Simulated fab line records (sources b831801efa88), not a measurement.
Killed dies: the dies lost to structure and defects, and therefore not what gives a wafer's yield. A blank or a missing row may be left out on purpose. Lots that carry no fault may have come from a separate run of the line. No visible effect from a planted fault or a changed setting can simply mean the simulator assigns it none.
The tool behind it: which one? | flow gf180mcu | 39 wafers from 13 lots sampled at 4 of the route's 602 steps

## WHAT THE GAUGES SHOWED, per wafer
GF_M4_OVL_MEAS_15. Usual: M4_OVL typically reads 3 nm, with standard deviation 5.1.
lot  | measured     | on         | M4_OVL (nm) | flag
L975 | day 23 13:27 | overlay-01 | -1 0 1      |
L976 | day 23 15:15 | overlay-01 | 3 -1 -1     |
L977 | day 24 08:42 | overlay-02 | 0 5 4       |
L980 | day 25 04:02 | overlay-01 | 2 5 4       |
L986 | day 27 06:47 | overlay-02 | 0 5 -3      |
L987 | day 27 12:23 | overlay-02 | 7 9 14      |
L988 | day 27 23:53 | overlay-01 | 0 -1 5      |
L989 | day 28 00:32 | overlay-01 | 5 4 -4      |
L991 | day 28 16:28 | overlay-01 | 1 3 1       |
L994 | day 29 10:59 | overlay-02 | 7 -1 0      |
L995 | day 29 22:50 | overlay-01 | -3 0 1      |
L997 | day 30 06:56 | overlay-02 | 7 4 4       |
L998 | day 30 16:53 | overlay-01 | 7 9 4       |

GF_V4_RS_MEAS_24: measures by four-point-probe. Usual: V4_W_RS typically reads 0.326 ohm/sq, with standard deviation 0.0043.
lot  | measured     | on            | V4_W_RS (ohm/sq)  | flag
L975 | day 24 13:58 | film_metro-02 | 0.330 0.332 0.334 |
L976 | day 24 15:28 | film_metro-01 | 0.323 0.322 0.321 |
L977 | day 25 08:32 | film_metro-01 | 0.332 0.328 0.330 |
L980 | day 26 03:35 | film_metro-03 | 0.323 0.325 0.326 |
L986 | day 28 05:32 | film_metro-03 | 0.322 0.319 0.324 |
L987 | day 28 10:53 | film_metro-03 | 0.330 0.331 0.330 |
L988 | day 28 22:16 | film_metro-03 | 0.331 0.330 0.334 |
L989 | day 28 22:49 | film_metro-01 | 0.327 0.325 0.325 |
L991 | day 29 13:15 | film_metro-01 | 0.327 0.320 0.317 |
L994 | day 30 08:28 | film_metro-02 | 0.324 0.328 0.326 |
L995 | day 30 20:20 | film_metro-03 | 0.323 0.328 0.324 |
L997 | day 31 03:22 | film_metro-02 | 0.328 0.323 0.327 |
L998 | day 31 12:44 | film_metro-03 | 0.328 0.329 0.328 |

## WHICH TOOL RAN EACH LOT (tool, then ch and the chambers of the sampled wafers, then the start)
lot  | GF_M4_SPUTTER_00             | GF_M4_METAL_ETCH_16
L975 | pvd_sputter-03, day 22 14:41 | rie_metal-04 ch 0, day 23 13:31
L976 | pvd_sputter-02, day 22 16:07 | rie_metal-02 ch 0,1, day 23 15:19
L977 | pvd_sputter-02, day 23 10:08 | rie_metal-04 ch 0,1, day 24 08:46
L980 | pvd_sputter-04, day 24 06:20 | rie_metal-04 ch 1, day 25 04:04
L986 | pvd_sputter-02, day 26 10:02 | rie_metal-01 ch 0, day 27 06:49
L987 | pvd_sputter-02, day 26 15:31 | rie_metal-01 ch 0, day 27 12:28
L988 | pvd_sputter-03, day 27 02:53 | rie_metal-04 ch 1, day 27 23:55
L989 | pvd_sputter-04, day 27 03:35 | rie_metal-01 ch 0, day 28 00:34
L991 | pvd_sputter-04, day 27 20:29 | rie_metal-01 ch 0,1, day 28 16:30
L994 | pvd_sputter-04, day 28 15:04 | rie_metal-02 ch 0,1, day 29 11:01
L995 | pvd_sputter-04, day 29 03:41 | rie_metal-02 ch 0,1, day 29 22:55
L997 | pvd_sputter-03, day 29 12:46 | rie_metal-01 ch 0,1, day 30 06:58
L998 | pvd_sputter-03, day 29 22:49 | rie_metal-04 ch 0,1, day 30 16:55
- GF_M4_SPUTTER_00: material Ti, target thk 37.5 nm, time 150 s.
- GF_M4_METAL_ETCH_16: etches the open film in Cl2/BCl3, stops on SiO2, target depth 750.8 nm, time 125.1 s.

## AS READ BY THE TOOLS THEMSELVES (means over the sampled wafers that have a number; for cases with no such wafer, the mark the record gives instead)
GF_M4_SPUTTER_00. Usual: substrate_temp_c 200.02 C, standard deviation 0.16; throttle_valve_pct 30.1 %, standard deviation 0.8.
lot  | tool           | substrate_temp_c (C) | throttle_valve_pct (%) | flag
L975 | pvd_sputter-03 | 200.21               | 30.0                   |
L976 | pvd_sputter-02 | 200.09               | 31.5                   |
L977 | pvd_sputter-02 | 200.00               | 30.6                   |
L980 | pvd_sputter-04 | 199.99               | 29.8                   |
L986 | pvd_sputter-02 | 199.97               | 30.7                   |
L987 | pvd_sputter-02 | 199.87               | 31.1                   |
L988 | pvd_sputter-03 | 199.98               | 29.9                   |
L989 | pvd_sputter-04 | 199.95               | 29.8                   |
L991 | pvd_sputter-04 | 200.13               | 30.2                   |
L994 | pvd_sputter-04 | 199.99               | 29.6                   |
L995 | pvd_sputter-04 | 200.02               | 30.2                   |
L997 | pvd_sputter-03 | 200.03               | 29.9                   |
L998 | pvd_sputter-03 | 199.98               | 30.2                   |

GF_M4_METAL_ETCH_16. Usual: drypump_motor_current_A 5.7 A, standard deviation 0.48; oes_product_au 0.990 a.u., standard deviation 0.0058; throttle_valve_pct 28.231 %, standard deviation 0.01.
lot  | tool         | drypump_motor_current_A (A) | oes_product_au (a.u.) | throttle_valve_pct (%) | flag
L975 | rie_metal-04 | 5.7                         | 0.988                 | 28.230                 |
L976 | rie_metal-02 | 5.2                         | 0.990                 | 28.229                 |
L977 | rie_metal-04 | 5.9                         | 0.990                 | 28.231                 |
L980 | rie_metal-04 | 6.2                         | 0.990                 | 28.239                 |
L986 | rie_metal-01 | 5.8                         | 0.990                 | 28.238                 |
L987 | rie_metal-01 | 5.8                         | 0.984                 | 28.225                 |
L988 | rie_metal-04 | 6.2                         | 0.991                 | 28.221                 |
L989 | rie_metal-01 | 5.8                         | 0.991                 | 28.237                 |
L991 | rie_metal-01 | 5.9                         | 0.989                 | 28.245                 |
L994 | rie_metal-02 | 5.7                         | 0.990                 | 28.231                 |
L995 | rie_metal-02 | 5.7                         | 0.992                 | 28.229                 |
L997 | rie_metal-01 | 6.0                         | 0.989                 | 28.235                 |
L998 | rie_metal-04 | 5.9                         | 0.987                 | 28.238                 |

## THE ANSWER, worked out from the rows above alone
Rule: lot off if the mean of its wafers having a number is beyond 3 standard deviations from the usual mean. Also off: a lot with no number at a reading for which 4 or more lots have one. The other lots that the step has rows for count as sound. After the gauges, taken in route order, come the tools' own readings; for these a lot's mean is taken, as printed above. The first step at which some lot is off is used, and at that step the reading that is off furthest; a lot without a number counts as furthest.
None of the lots is off at any reading shown; this tells nothing.

## WHAT THE SIMULATOR HAD PUT IN
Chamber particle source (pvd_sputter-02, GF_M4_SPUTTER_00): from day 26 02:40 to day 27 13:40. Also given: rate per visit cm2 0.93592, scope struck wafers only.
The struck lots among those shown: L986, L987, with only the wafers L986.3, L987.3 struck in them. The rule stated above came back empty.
